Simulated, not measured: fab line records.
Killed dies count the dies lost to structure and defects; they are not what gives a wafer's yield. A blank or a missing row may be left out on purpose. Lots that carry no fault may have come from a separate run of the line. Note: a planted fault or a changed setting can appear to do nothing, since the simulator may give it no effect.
One fault seen from 2 desks || flow sfqLine || every desk sees just its own numbers, and what lay behind them comes last

== DESK OF THE TOOL OWNER: pecvd-01 ==
The tool's own readings at SFQ_TRILAYER_I1_DEP_PECVD_045 (deposits SiO2 from SiH4/N2O, time 111.11 s, target thk 500 nm): means of the sampled wafers that have a number, for each lot that ran on this tool. Marked OUT: a lot whose mean sits more than 4 standard deviations from the usual mean, which makes it out of limits; the brackets give that distance.
Columns: A = heaterPowerW at SFQ_TRILAYER_I1_DEP_PECVD_045, usual 76 W; B = rfFwdPowerW at SFQ_TRILAYER_I1_DEP_PECVD_045, usual 182.2 W; C = throttleValvePct at SFQ_TRILAYER_I1_DEP_PECVD_045, usual 24.9 %
{"lot": "L551", "first seen here": "day 15 03:29", "A": 79, "B": 183.2, "C": 24.8}
{"lot": "L553", "first seen here": "day 15 19:00", "A": 93, "B": "153.2 (-41) OUT", "C": 25.0}
{"lot": "L557", "first seen here": "day 17 05:48", "A": 89, "B": "153.4 (-41) OUT", "C": 25.0}
This desk's finding: out of limits on L553, L557; first on L553, day 15 19:00 (rfFwdPowerW at SFQ_TRILAYER_I1_DEP_PECVD_045). In limits: L551.

== THE METROLOGY DESK ==
What the gauges read for every lot (on any tool): the sampled wafers with a number, averaged. Marked OUT: a lot whose mean sits more than 4 standard deviations from the usual mean, which makes it out of limits; the brackets give that distance.
Columns: A = M1_OVL at SFQ_M1_OVL_MEAS_911, usual -2 nm
{"lot": "L547", "first seen here": "day 13 18:01", "A": -5}
{"lot": "L551", "first seen here": "day 15 02:31", "A": 1}
{"lot": "L553", "first seen here": "day 15 18:01", "A": -5}
{"lot": "L557", "first seen here": "day 17 04:49", "A": 3}
{"lot": "L563", "first seen here": "day 18 17:34", "A": -3}
{"lot": "L565", "first seen here": "day 19 02:58", "A": -4}
This desk's finding: nothing out of limits on any of the 6 lots.

== BROUGHT TOGETHER ==
On L553, L557, at day 15 19:00, an alarm was possible from the tool owner's desk.
From the metrology desk's view, nothing was out of limits.
The metrology desk holds a record of L553, L557, inside its limits.
SFQ_TRILAYER_I1_DEP_PECVD_045 was run on pecvd-01 by each of the lots named.

== WHAT THE SIMULATOR PUT IN ==
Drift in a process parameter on pecvd-01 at SFQ_TRILAYER_I1_DEP_PECVD_045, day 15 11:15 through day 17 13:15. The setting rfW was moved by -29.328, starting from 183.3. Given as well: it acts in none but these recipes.
Shown lots that were struck: L553, L557.
Each desk's first reading out of limits, in hours after the fault started: the tool owner's desk, 8.
